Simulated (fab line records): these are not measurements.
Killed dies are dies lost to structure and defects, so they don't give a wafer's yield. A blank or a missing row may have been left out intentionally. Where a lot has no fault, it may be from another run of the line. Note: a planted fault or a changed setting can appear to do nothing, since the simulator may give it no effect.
Matching of chambers :: flow gf180mcu :: GF_PASSIVATION_CVD_00 on pecvd-03 has 3 sister chambers
The step deposits SiO2 from TEOS, target thk 1000 nm, time 111.95 s. 22 wafers are shown with their chamber, then 11 later ones without.

== WAFERS WITH THEIR CHAMBER ==
wafer: L077.2
chamber: 1
heaterPowerW (W): 663
rfFwdPowerW (W): 596.9

wafer: L077.3
chamber: 2
heaterPowerW (W): 647
rfFwdPowerW (W): 595.8

wafer: L077.4
chamber: 2
heaterPowerW (W): 512
rfFwdPowerW (W): 595.4

wafer: L078.1
chamber: 0
heaterPowerW (W): 871
rfFwdPowerW (W): 602.2

wafer: L078.4
chamber: 0
heaterPowerW (W): 698
rfFwdPowerW (W): 597.8

wafer: L078.5
chamber: 1
heaterPowerW (W): 570
rfFwdPowerW (W): 595.5

wafer: L079.2
chamber: 2
heaterPowerW (W): 600
rfFwdPowerW (W): 597.3

wafer: L079.4
chamber: 2
heaterPowerW (W): 636
rfFwdPowerW (W): 594.9

wafer: L079.5
chamber: 0
heaterPowerW (W): 877
rfFwdPowerW (W): 601.7

wafer: L080.1
chamber: 2
heaterPowerW (W): 557
rfFwdPowerW (W): 592.2

wafer: L080.5
chamber: 0
heaterPowerW (W): 860
rfFwdPowerW (W): 599.9

wafer: L080.6
chamber: 1
heaterPowerW (W): 701
rfFwdPowerW (W): 596.9

wafer: L082.1
chamber: 2
heaterPowerW (W): 639
rfFwdPowerW (W): 595.5

wafer: L082.3
chamber: 0
heaterPowerW (W): 792
rfFwdPowerW (W): 599.2

wafer: L082.6
chamber: 0
heaterPowerW (W): 870
rfFwdPowerW (W): 596.5

wafer: L083.2
chamber: 0
heaterPowerW (W): 758
rfFwdPowerW (W): 599.0

wafer: L083.5
chamber: 2
heaterPowerW (W): 648
rfFwdPowerW (W): 595.6

wafer: L083.6
chamber: 1
heaterPowerW (W): 671
rfFwdPowerW (W): 597.2

wafer: L085.1
chamber: 0
heaterPowerW (W): 790
rfFwdPowerW (W): 597.6

wafer: L085.5
chamber: 0
heaterPowerW (W): 845
rfFwdPowerW (W): 597.3

wafer: L085.6
chamber: 1
heaterPowerW (W): 686
rfFwdPowerW (W): 600.4

wafer: L087.2
chamber: 0
heaterPowerW (W): 842
rfFwdPowerW (W): 598.8

SIGNATURES (averages over the wafers above)
reading: heaterPowerW
chamber 0: 820.30
chamber 1: 658.20
chamber 2: 605.57
scatter within a chamber: 55.6

reading: rfFwdPowerW
chamber 0: 599.000
chamber 1: 597.380
chamber 2: 595.243
scatter within a chamber: 1.75
Rule: for a wafer and a chamber, the distance is found by dividing, reading by reading, the gap between the wafer's reading and the chamber's mean by the reading's scatter, squaring, summing and taking the root. The wafer belongs to the nearest chamber; if the next one is less than 2 further off, it can't be placed. The scatter is the square root of a quotient: the sum, over the shown wafers, of each reading's squared deviation from its chamber's mean, divided by wafers minus chambers.

== WAFERS WITH NO CHAMBER GIVEN ==
wafer: L087.5
heaterPowerW (W): 632
rfFwdPowerW (W): 597.0

wafer: L087.6
heaterPowerW (W): 712
rfFwdPowerW (W): 598.0

wafer: L089.1
heaterPowerW (W): 639
rfFwdPowerW (W): 595.2

wafer: L089.5
heaterPowerW (W): 520
rfFwdPowerW (W): 597.0

wafer: L089.6
heaterPowerW (W): 647
rfFwdPowerW (W): 598.4

wafer: L095.1
heaterPowerW (W): 626
rfFwdPowerW (W): 596.6

wafer: L095.3
heaterPowerW (W): 641
rfFwdPowerW (W): 593.9

wafer: L095.6
heaterPowerW (W): 510
rfFwdPowerW (W): 594.3

wafer: L096.1
heaterPowerW (W): 637
rfFwdPowerW (W): 593.3

wafer: L096.2
heaterPowerW (W): 690
rfFwdPowerW (W): 598.7

wafer: L096.4
heaterPowerW (W): 520
rfFwdPowerW (W): 593.7

== WHICH CHAMBER EACH WENT THROUGH ==
wafer: L087.5
from the rows above: can't be placed: 1 or 2
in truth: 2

wafer: L087.6
from the rows above: can't be placed: 1 or 0 or 2
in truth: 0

wafer: L089.1
from the rows above: can't be placed: 2 or 1
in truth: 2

wafer: L089.5
from the rows above: can't be placed: 2 or 1
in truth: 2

wafer: L089.6
from the rows above: can't be placed: 1 or 2
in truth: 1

wafer: L095.1
from the rows above: can't be placed: 1 or 2
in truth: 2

wafer: L095.3
from the rows above: can't be placed: 2 or 1
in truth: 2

wafer: L095.6
from the rows above: can't be placed: 2 or 1
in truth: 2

wafer: L096.1
from the rows above: can't be placed: 2 or 1
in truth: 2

wafer: L096.2
from the rows above: can't be placed: 1 or 0 or 2
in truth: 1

wafer: L096.4
from the rows above: can't be placed: 2 or 1
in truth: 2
0 of 11 placed correctly. Unplaceable from these rows: 11, with the true chamber sitting among the candidates in 11. Number placed wrongly: 0.
